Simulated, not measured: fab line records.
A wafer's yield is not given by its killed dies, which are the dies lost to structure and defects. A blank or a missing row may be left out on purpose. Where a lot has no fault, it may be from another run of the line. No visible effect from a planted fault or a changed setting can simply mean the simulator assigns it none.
Which tool was responsible? + flow sky130 + 13 lots with 39 wafers sampled at 6 steps, on a route of 708 steps

== WHAT THE GAUGES READ, wafer by wafer ==
SKY_POLY_GATE_THK_MEAS_04.
| lot  | measured     | on            | POLY_GATE_CVD_03_THK (nm) |
|------|--------------|---------------|---------------------------|
| L312 | day 15 00:08 | film metro-04 | 75.2 74.9 74.7            |
| L314 | day 15 03:52 | film metro-01 | 74.9 75.4 75.8            |
| L315 | day 15 18:50 | film metro-04 | 75.2 75.3 75.8            |
| L317 | day 16 16:47 | film metro-01 | 74.3 75.5 74.9            |
| L324 | day 21 15:05 | film metro-04 | 74.4 74.6 74.3            |
| L325 | day 21 17:38 | film metro-01 | 75.6 74.9 75.4            |
| L326 | day 21 21:16 | film metro-03 | 75.1 74.4 74.3            |
| L329 | day 21 21:19 | film metro-04 | 75.4 74.8 75.0            |
| L330 | day 22 06:10 | film metro-03 | 74.4 74.3 74.1            |
| L332 | day 22 14:34 | film metro-04 | 75.4 75.4 75.2            |
| L333 | day 22 16:07 | film metro-01 | 74.4 74.5 74.6            |
| L334 | day 23 06:46 | film metro-04 | 75.3 75.4 74.9            |
| L335 | day 23 14:11 | film metro-01 | 74.2 74.3 74.2            |

SKY_LDD_N_OVL_MEAS_07.
| lot  | measured     | on         | LDD_N_OVL (nm) |
|------|--------------|------------|----------------|
| L312 | day 17 14:44 | overlay-01 | -1.6 -1.7 -3.4 |
| L314 | day 17 15:13 | overlay-01 | 1.1 2.6 0.4    |
| L315 | day 18 06:03 | overlay-01 | -0.1 -0.1 2.2  |
| L317 | day 19 07:43 | overlay-01 | 2.1 1.4 1.8    |
| L324 | day 24 04:50 | overlay-01 | 3.9 2.1 2.8    |
| L325 | day 24 08:50 | overlay-02 | 0.6 -0.2 1.7   |
| L326 | day 24 11:11 | overlay-01 | 0.1 -2.1 1.6   |
| L329 | day 24 12:41 | overlay-01 | 0.3 -1.2 1.9   |
| L330 | day 24 20:21 | overlay-02 | 0.7 -1.3 -0.5  |
| L332 | day 25 04:29 | overlay-01 | -0.9 0.2 -0.4  |
| L333 | day 25 06:47 | overlay-01 | -0.7 -0.8 -0.6 |
| L334 | day 25 19:41 | overlay-01 | 0.1 2.0 0.9    |
| L335 | day 26 02:48 | overlay-01 | -0.9 0.0 0.0   |

SKY_LDD_P_TW_MEAS_11.
| lot  | measured     | on            | LDD_P_TW    |
|------|--------------|---------------|-------------|
| L312 | day 18 21:55 | film metro-01 | 644 646 646 |
| L314 | day 18 23:22 | film metro-01 | 648 646 640 |
| L315 | day 19 14:50 | film metro-01 | 647 647 647 |
| L317 | day 20 15:49 | film metro-04 | 652 654 654 |
| L324 | day 25 11:47 | film metro-01 | 641 645 640 |
| L325 | day 25 15:44 | film metro-02 | 634 637 640 |
| L326 | day 25 18:35 | film metro-01 | 642 643 641 |
| L329 | day 25 19:38 | film metro-02 | 640 640 640 |
| L330 | day 26 03:43 | film metro-02 | 639 640 640 |
| L332 | day 26 11:18 | film metro-01 | 645 644 644 |
| L333 | day 26 13:41 | film metro-02 | 642 641 641 |
| L334 | day 27 03:07 | film metro-04 | 655 652 655 |
| L335 | day 27 10:40 | film metro-02 | 641 637 643 |

SKY_LDD_LDN_OVL_MEAS_07.
| lot  | measured     | on         | LDD_LDN_OVL (nm) |
|------|--------------|------------|------------------|
| L312 | day 22 16:53 | overlay-02 | -0.1 -0.5 0.0    |
| L314 | day 22 19:13 | overlay-01 | 0.8 0.8 1.3      |
| L315 | day 23 09:41 | overlay-02 | 1.3 1.2 1.6      |
| L317 | day 24 09:55 | overlay-01 | 0.8 -0.6 1.0     |
| L324 | day 29 03:36 | overlay-02 | 1.4 -0.3 -0.4    |
| L325 | day 29 06:32 | overlay-01 | - - -            |
| L326 | day 29 08:35 | overlay-01 | - - -            |
| L329 | day 29 11:12 | overlay-02 | 1.2 3.1 1.6      |
| L330 | day 29 18:14 | overlay-01 | -2.5 0.4 -2.4    |
| L332 | day 30 02:05 | overlay-02 | 0.4 2.4 2.9      |
| L333 | day 30 02:41 | overlay-02 | 2.0 1.6 1.4      |
| L334 | day 30 15:35 | overlay-01 | -0.4 -0.9 -1.2   |
| L335 | day 30 22:10 | overlay-01 | 0.1 0.2 0.7      |

SKY_RES_XHIGH_TW_MEAS_09.
| lot  | measured     | on            | RES_XHIGH_TW   |
|------|--------------|---------------|----------------|
| L312 | day 26 13:09 | film metro-01 | 1662 1662 1670 |
| L314 | day 26 17:20 | film metro-04 | 1682 1687 1689 |
| L315 | day 27 05:11 | film metro-03 | 1612 1611 1610 |
| L317 | day 28 04:04 | film metro-04 | 1683 1684 1679 |
| L324 | day 32 16:23 | film metro-01 | 1676 1665 1670 |
| L325 | day 32 21:12 | film metro-04 | 1957 1958 1962 |
| L326 | day 32 23:03 | film metro-04 | 1966 1967 1970 |
| L329 | day 33 02:36 | film metro-04 | 1682 1690 1679 |
| L330 | day 33 07:56 | film metro-04 | 1685 1694 1686 |
| L332 | day 33 15:52 | film metro-01 | 1662 1668 1672 |
| L333 | day 33 16:09 | film metro-04 | 1680 1685 1678 |
| L334 | day 34 03:29 | film metro-03 | 1619 1622 1615 |
| L335 | day 34 09:50 | film metro-03 | 1618 1614 1607 |

== WHAT TOOL EACH LOT RAN ON (gives the tool, then ch and the chambers of the sampled wafers, and finally the start) ==
| lot  | SKY_LDD_LDN_COAT_02               |
|------|-----------------------------------|
| L312 | litho track-01 ch 0, day 22 01:42 |
| L314 | litho track-01 ch 0, day 22 04:14 |
| L315 | litho track-03 ch 0, day 22 18:05 |
| L317 | litho track-01 ch 0, day 23 18:56 |
| L324 | litho track-03 ch 0, day 28 13:35 |
| L325 | litho track-03, day 28 16:47      |
| L326 | litho track-03, day 28 18:41      |
| L329 | litho track-03 ch 0, day 28 21:23 |
| L330 | litho track-04 ch 0, day 29 04:14 |
| L332 | litho track-01 ch 0, day 29 11:50 |
| L333 | litho track-03 ch 0, day 29 12:05 |
| L334 | litho track-01 ch 0, day 30 01:12 |
| L335 | litho track-04 ch 0, day 30 08:31 |
- SKY_LDD_LDN_COAT_02: resist thk 1140 nm.

== WHAT THE TOOLS THEMSELVES READ (means of the sampled wafers that have a number; where no wafer has one, the mark that the record gives instead) ==
SKY_LDD_LDN_COAT_02.
| lot  | tool           | chill plate temp C (C) | dispense pressure kPa (kPa) |
|------|----------------|------------------------|-----------------------------|
| L312 | litho track-01 | 23.10                  | 44                          |
| L314 | litho track-01 | 22.93                  | 44                          |
| L315 | litho track-03 | 22.80                  | 52                          |
| L317 | litho track-01 | 22.73                  | 44                          |
| L324 | litho track-03 | 22.91                  | 52                          |
| L325 | litho track-03 | -                      | -                           |
| L326 | litho track-03 | -                      | -                           |
| L329 | litho track-03 | 22.91                  | 52                          |
| L330 | litho track-04 | 22.97                  | 53                          |
| L332 | litho track-01 | 23.09                  | 45                          |
| L333 | litho track-03 | 23.15                  | 52                          |
| L334 | litho track-01 | 22.92                  | 45                          |
| L335 | litho track-04 | 22.84                  | 53                          |

== THE ANSWER, worked out from the rows above alone ==
Rule: what is usual is taken from the lots themselves. The widest of any qualifying gaps counts: lots, ordered by their means at a reading, are off when they make up no more than a third of the lots, leave a main group of 4 or more, and stand apart from it by 3 or more times the standard deviation of that group's means. Not used: any main group whose means are identical at the precision the tables above print for the reading. A lot without any number at a reading at which 4 lots or more have one is off too. Any other lot the step has rows for is counted as sound. After the gauges, taken in route order, come the tools' own readings; for these a lot's mean is taken, as printed above. At the first step where some lot is off, the reading lying furthest off is the one used; lots without a number count as furthest.
Off: at SKY_LDD_LDN_OVL_MEAS_07 (LDD_LDN_OVL), L325, L326. Without a number there: L325, L326. For the main group the mean is 0.6 nm and the standard deviation 1.1.
If a tool, at a process step before that reading, ran all the lots that are off and no sound lot after the first of them, it fits. The gauges at SKY_LDD_LDN_OVL_MEAS_07 aren't tried: what is off there is off at SKY_RES_XHIGH_TW_MEAS_09 too, on other tools, and a gauge's error can't cause that. Of those tried, none fits.

== WHAT WAS PUT IN BY THE SIMULATOR ==
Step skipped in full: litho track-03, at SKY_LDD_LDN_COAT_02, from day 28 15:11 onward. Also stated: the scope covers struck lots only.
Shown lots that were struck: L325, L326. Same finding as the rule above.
